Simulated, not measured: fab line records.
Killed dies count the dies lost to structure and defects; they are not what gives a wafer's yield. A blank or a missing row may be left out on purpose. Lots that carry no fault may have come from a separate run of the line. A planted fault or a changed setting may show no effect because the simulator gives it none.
Which tool did it? ; flow sky130 ; 72 wafers from 24 lots sampled at 5 of the route's 708 steps

## WHAT EACH GAUGE READ, for each wafer
SKY_METAL1_THK_MEAS_06: measures by xrf. Usual: METAL1_ALCU_THK 247 nm, standard deviation 3.
lot;measured;on;METAL1_ALCU_THK (nm);flag
L074;day 31 14:46;filmMetro-01;245 244 244;
L075;day 31 23:19;filmMetro-03;246 245 245;
L076;day 33 07:10;filmMetro-04;247 246 244;
L077;day 33 11:20;filmMetro-01;244 245 244;
L079;day 33 12:00;filmMetro-01;250 249 249;
L080;day 33 13:13;filmMetro-03;243 245 241;
L078;day 33 14:01;filmMetro-04;247 248 248;
L081;day 33 17:38;filmMetro-04;252 251 250;
L082;day 34 05:11;filmMetro-04;248 248 247;
L083;day 34 15:31;filmMetro-01;245 245 244;
L085;day 35 03:25;filmMetro-01;245 249 248;
L084;day 35 04:17;filmMetro-04;246 248 249;
L086;day 35 16:04;filmMetro-04;248 253 248;
L089;day 36 23:06;filmMetro-03;245 244 245;
L087;day 37 00:01;filmMetro-01;248 248 246;
L088;day 37 00:20;filmMetro-03;245 246 247;
L090;day 37 03:08;filmMetro-04;252 250 254;
L091;day 37 06:14;filmMetro-01;241 244 242;
L092;day 37 10:03;filmMetro-04;251 253 254;
L093;day 37 12:49;filmMetro-01;248 245 247;
L094;day 37 22:56;filmMetro-04;251 250 250;
L095;day 38 07:34;filmMetro-04;245 244 242;
L096;day 38 11:13;filmMetro-04;245 249 247;
L097;day 38 17:25;filmMetro-03;247 246 249;

SKY_VIA2_THK_MEAS_01. Usual: VIA2_HDPCVD_THK 1185 nm, standard deviation 10.
lot;measured;on;VIA2_HDPCVD_THK (nm);flag
L074;day 35 04:36;filmMetro-02;1188 1181 1188;
L075;day 35 12:10;filmMetro-01;1201 1214 1196;
L076;day 36 19:11;filmMetro-02;1215 1203 1208;
L077;day 36 21:16;filmMetro-04;1184 1179 1170;
L079;day 37 00:04;filmMetro-04;1186 1189 1190;
L080;day 37 01:04;filmMetro-02;1177 1190 1173;
L078;day 37 00:43;filmMetro-04;1184 1178 1167;
L081;day 37 06:39;filmMetro-04;1195 1180 1177;
L082;day 37 21:23;filmMetro-04;1199 1196 1183;
L083;day 38 01:44;filmMetro-02;1200 1199 1202;
L085;day 38 12:56;filmMetro-04;1198 1192 1185;
L084;day 38 13:58;filmMetro-01;1171 1188 1181;
L086;day 39 02:19;filmMetro-02;1170 1191 1163;
L089;day 40 08:29;filmMetro-04;1189 1173 1180;
L087;day 40 09:32;filmMetro-04;1176 1184 1187;
L088;day 40 09:50;filmMetro-02;1201 1180 1195;
L090;day 40 11:29;filmMetro-04;1183 1173 1182;
L091;day 40 12:56;filmMetro-04;1182 1199 1183;
L092;day 40 15:23;filmMetro-02;1199 1199 1202;
L093;day 40 17:42;filmMetro-01;1179 1195 1184;
L094;day 41 08:20;filmMetro-02;1193 1192 1191;
L095;day 41 13:59;filmMetro-01;1174 1166 1178;
L096;day 41 17:28;filmMetro-01;1168 1184 1175;
L097;day 41 20:31;filmMetro-04;1186 1192 1184;

## EACH LOT AND THE TOOL THAT RAN IT (in order: tool; ch and the chambers of the sampled wafers; start)
lot;SKY_METAL1_SPUTTER_04;SKY_METAL1_METAL_ETCH_19;SKY_METAL2_SPUTTER_01
L074;pvdSputter-03, day 31 14:35;rieMetal-04 ch 0,1, day 32 18:28;pvdSputter-04, day 34 00:05
L075;pvdSputter-01, day 31 23:08;rieMetal-01 ch 1, day 33 02:10;pvdSputter-02, day 34 07:23
L076;pvdSputter-01, day 33 06:59;rieMetal-02 ch 0,1, day 34 10:25;pvdSputter-04, day 35 16:01
L077;pvdSputter-01, day 33 11:10;rieMetal-04 ch 0,1, day 34 13:44;pvdSputter-01, day 35 18:47
L079;pvdSputter-02, day 33 11:50;rieMetal-01 ch 1, day 34 16:10;pvdSputter-02, day 35 20:59
L080;pvdSputter-01, day 33 13:04;rieMetal-02 ch 1, day 34 17:14;pvdSputter-02, day 35 22:41
L078;pvdSputter-02, day 33 13:51;rieMetal-04 ch 0,1, day 34 17:12;pvdSputter-01, day 35 21:22
L081;pvdSputter-02, day 33 17:28;rieMetal-01 ch 1, day 34 21:22;pvdSputter-01, day 36 03:17
L082;pvdSputter-01, day 34 05:01;rieMetal-02 ch 1, day 35 08:59;pvdSputter-01, day 36 18:06
L083;pvdSputter-01, day 34 15:20;rieMetal-02 ch 1, day 35 18:02;pvdSputter-02, day 36 22:33
L085;pvdSputter-01, day 35 03:15;rieMetal-02 ch 0,1, day 36 06:01;pvdSputter-04, day 37 10:08
L084;pvdSputter-02, day 35 04:07;rieMetal-01 ch 0,1, day 36 06:52;pvdSputter-02, day 37 11:24
L086;pvdSputter-02, day 35 15:53;rieMetal-04 ch 0,1, day 36 18:25;pvdSputter-01, day 37 23:53
L089;pvdSputter-03, day 36 22:55;rieMetal-04 ch 0,1, day 38 01:10;pvdSputter-02, day 39 07:00
L087;pvdSputter-01, day 36 23:50;rieMetal-01 ch 0,1, day 38 02:19;pvdSputter-04, day 39 07:36
L088;pvdSputter-03, day 37 00:08;rieMetal-02 ch 0,1, day 38 02:46;pvdSputter-02, day 39 07:54
L090;pvdSputter-02, day 37 02:58;rieMetal-04 ch 0,1, day 38 05:17;pvdSputter-02, day 39 09:13
L091;pvdSputter-01, day 37 06:02;rieMetal-01 ch 0,1, day 38 08:18;pvdSputter-02, day 39 11:14
L092;pvdSputter-02, day 37 09:52;rieMetal-01 ch 0,1, day 38 11:41;pvdSputter-02, day 39 14:16
L093;pvdSputter-03, day 37 12:37;rieMetal-04 ch 0,1, day 38 14:07;pvdSputter-04, day 39 15:51
L094;pvdSputter-01, day 37 22:45;rieMetal-02 ch 0,1, day 38 23:58;pvdSputter-01, day 40 07:11
L095;pvdSputter-03, day 38 07:23;rieMetal-04 ch 0,1, day 39 08:37;pvdSputter-04, day 40 11:56
L096;pvdSputter-03, day 38 11:01;rieMetal-01 ch 0,1, day 39 12:02;pvdSputter-01, day 40 15:41
L097;pvdSputter-01, day 38 17:15;rieMetal-04 ch 0,1, day 39 16:28;pvdSputter-04, day 40 18:53
- SKY_METAL1_SPUTTER_04: material TiN, target thk 70 nm, time 58.3 s.
- SKY_METAL1_METAL_ETCH_19: etches the open film in Cl2/BCl3, stops on SiO2, target depth 360 nm, time 78 s.
- SKY_METAL2_SPUTTER_01: material TiN, target thk 20 nm, time 16.7 s.

## AS READ BY THE TOOLS THEMSELVES (means over the sampled wafers that have a number; for cases with no such wafer, the mark the record gives instead)
SKY_METAL1_SPUTTER_04. Usual: chamberPressurePa 0.4000 Pa, standard deviation 0.00095; throttleValvePct 30.3 %, standard deviation 1.
lot;tool;chamberPressurePa (Pa);throttleValvePct (%);flag
L074;pvdSputter-03;0.4001;30.2;
L075;pvdSputter-01;0.4001;29.5;
L076;pvdSputter-01;0.4000;29.6;
L077;pvdSputter-01;0.4001;29.9;
L079;pvdSputter-02;0.4000;30.4;
L080;pvdSputter-01;0.3999;30.6;
L078;pvdSputter-02;0.3996;30.8;
L081;pvdSputter-02;0.3998;31.2;
L082;pvdSputter-01;0.4003;29.0;
L083;pvdSputter-01;0.4007;29.6;
L085;pvdSputter-01;0.3998;30.0;
L084;pvdSputter-02;0.3998;30.6;
L086;pvdSputter-02;0.4002;30.6;
L089;pvdSputter-03;0.3993;30.2;
L087;pvdSputter-01;0.4005;29.7;
L088;pvdSputter-03;0.3997;30.4;
L090;pvdSputter-02;0.3998;30.7;
L091;pvdSputter-01;0.3999;30.5;
L092;pvdSputter-02;0.3998;30.9;
L093;pvdSputter-03;0.3992;30.0;
L094;pvdSputter-01;0.3997;29.6;
L095;pvdSputter-03;0.3995;30.2;
L096;pvdSputter-03;0.4007;31.0;
L097;pvdSputter-01;0.4005;29.8;

SKY_METAL1_METAL_ETCH_19. Usual: drypumpMotorCurrentA 5.6 A, standard deviation 0.54; oesProductAu 0.855 a.u., standard deviation 0.0059; rfFwdPowerW 891 W, standard deviation 3.4; throttleValvePct 22.263 %, standard deviation 0.0098.
lot;tool;drypumpMotorCurrentA (A);oesProductAu (a.u.);rfFwdPowerW (W);throttleValvePct (%);flag
L074;rieMetal-04;5.1;0.855;891;22.263;
L075;rieMetal-01;6.2;0.853;889;22.260;
L076;rieMetal-02;6.0;0.853;892;22.266;
L077;rieMetal-04;5.1;0.847;892;22.258;
L079;rieMetal-01;6.2;0.862;893;22.260;
L080;rieMetal-02;6.1;0.855;890;22.261;
L078;rieMetal-04;5.1;0.858;892;22.267;
L081;rieMetal-01;6.2;0.855;891;22.254;
L082;rieMetal-02;6.1;0.854;887;22.265;
L083;rieMetal-02;6.1;0.857;888;22.254;
L085;rieMetal-02;6.0;0.857;891;22.255;
L084;rieMetal-01;5.8;0.861;891;22.257;
L086;rieMetal-04;5.0;0.858;893;22.264;
L089;rieMetal-04;5.1;0.857;889;22.262;
L087;rieMetal-01;5.5;0.855;892;22.256;
L088;rieMetal-02;6.0;0.853;891;22.263;
L090;rieMetal-04;5.0;0.860;889;22.268;
L091;rieMetal-01;5.4;0.848;894;22.266;
L092;rieMetal-01;5.4;0.858;892;22.265;
L093;rieMetal-04;5.0;0.850;892;22.264;
L094;rieMetal-02;5.9;0.858;894;22.276;
L095;rieMetal-04;5.1;0.850;892;22.267;
L096;rieMetal-01;5.5;0.855;894;22.269;
L097;rieMetal-04;5.1;0.860;888;22.265;

SKY_METAL2_SPUTTER_01. Usual: chamberPressurePa 0.4000 Pa, standard deviation 0.00089; throttleValvePct 30.2 %, standard deviation 0.96.
lot;tool;chamberPressurePa (Pa);throttleValvePct (%);flag
L074;pvdSputter-04;0.4007;29.2;
L075;pvdSputter-02;0.4007;31.1;
L076;pvdSputter-04;0.4007;29.1;
L077;pvdSputter-01;0.4009;30.0;
L079;pvdSputter-02;0.3999;31.1;
L080;pvdSputter-02;0.3999;30.8;
L078;pvdSputter-01;0.4005;30.0;
L081;pvdSputter-01;0.3993;29.7;
L082;pvdSputter-01;0.4003;30.2;
L083;pvdSputter-02;0.3994;30.8;
L085;pvdSputter-04;0.4002;30.0;
L084;pvdSputter-02;0.3995;30.6;
L086;pvdSputter-01;0.3991;29.9;
L089;pvdSputter-02;0.3999;30.4;
L087;pvdSputter-04;0.4000;29.7;
L088;pvdSputter-02;0.3995;30.7;
L090;pvdSputter-02;0.4005;30.0;
L091;pvdSputter-02;0.4011;30.7;
L092;pvdSputter-02;0.4003;30.9;
L093;pvdSputter-04;0.4003;29.3;
L094;pvdSputter-01;0.3990;29.6;
L095;pvdSputter-04;0.3995;29.6;
L096;pvdSputter-01;0.4009;29.3;
L097;pvdSputter-04;0.4009;29.8;

## THE ANSWER, worked out from the rows above alone
Rule: a lot is off if the mean of its wafers that have a number lies more than 3 standard deviations from the usual mean. A lot without any number at a reading at which 4 lots or more have one is off too. Any other lot the step has rows for is counted as sound. Order of review: gauges by route order, followed by the tools' own readings, for which a lot's mean as printed above is used. At the first step where some lot is off, the reading lying furthest off is the one used; lots without a number count as furthest.
Nothing can be told from this: no lot is off at any reading shown.

## WHAT THE SIMULATOR HAD INSERTED
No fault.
